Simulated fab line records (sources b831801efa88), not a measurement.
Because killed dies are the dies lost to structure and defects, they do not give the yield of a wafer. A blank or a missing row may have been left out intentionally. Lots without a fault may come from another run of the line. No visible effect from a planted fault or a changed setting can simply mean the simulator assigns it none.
Chamber matching || flow gf180mcu || cmp-02 running GF_V3_CMP_26: 4 sister chambers
The step polishes, stops on SiO2, t overpolish 15 s, target thk 0 nm. 4 wafers are shown with their chamber, then 12 later ones without.

WAFERS WITH THEIR CHAMBER
{"wafer": "L268.3", "chamber": 1, "motor current A (A)": 8.5}
{"wafer": "L272.5", "chamber": 0, "motor current A (A)": 13.0}
{"wafer": "L273.5", "chamber": 3, "motor current A (A)": 13.1}
{"wafer": "L273.6", "chamber": 2, "motor current A (A)": 14.6}

WAFERS WITH NO CHAMBER GIVEN
{"wafer": "L275.2", "motor current A (A)": 8.9}
{"wafer": "L275.4", "motor current A (A)": 15.9}
{"wafer": "L275.6", "motor current A (A)": 12.9}
{"wafer": "L276.1", "motor current A (A)": 13.3}
{"wafer": "L276.3", "motor current A (A)": 15.5}
{"wafer": "L276.6", "motor current A (A)": 13.4}
{"wafer": "L277.1", "motor current A (A)": 14.5}
{"wafer": "L277.2", "motor current A (A)": 8.3}
{"wafer": "L277.4", "motor current A (A)": 13.1}
{"wafer": "L278.1", "motor current A (A)": 13.4}
{"wafer": "L278.2", "motor current A (A)": 14.4}
{"wafer": "L278.3", "motor current A (A)": 9.2}

EACH ONE'S CHAMBER
{"wafer": "L275.2", "from the rows above": 1, "in truth": 1}
{"wafer": "L275.4", "from the rows above": 2, "in truth": 2}
{"wafer": "L275.6", "from the rows above": "can't be placed: 0 or 3", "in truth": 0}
{"wafer": "L276.1", "from the rows above": "can't be placed: 3 or 0", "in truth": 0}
{"wafer": "L276.3", "from the rows above": 2, "in truth": 2}
{"wafer": "L276.6", "from the rows above": "can't be placed: 3 or 0 or 2", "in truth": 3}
{"wafer": "L277.1", "from the rows above": 2, "in truth": 2}
{"wafer": "L277.2", "from the rows above": 1, "in truth": 1}
{"wafer": "L277.4", "from the rows above": "can't be placed: 3 or 0", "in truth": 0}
{"wafer": "L278.1", "from the rows above": "can't be placed: 3 or 0 or 2", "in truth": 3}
{"wafer": "L278.2", "from the rows above": 2, "in truth": 2}
{"wafer": "L278.3", "from the rows above": 1, "in truth": 1}
Correctly placed: 7 of 12. Unplaceable from these rows: 5, with the true chamber sitting among the candidates in 5. Placed wrongly: 0.
How it was worked out, from the rows above alone: a wafer's distance from a chamber is the root of the sum, over the readings, of the square of ((its reading less the chamber's mean) divided by the reading's scatter). The wafer belongs to the nearest chamber; if the next one is less than 2 further off, it can't be placed. Each chamber's mean is taken over the wafers shown for it. The scatter: root of mean squared gap, hidden wafer to nearest shown wafer, with one shown wafer a chamber.
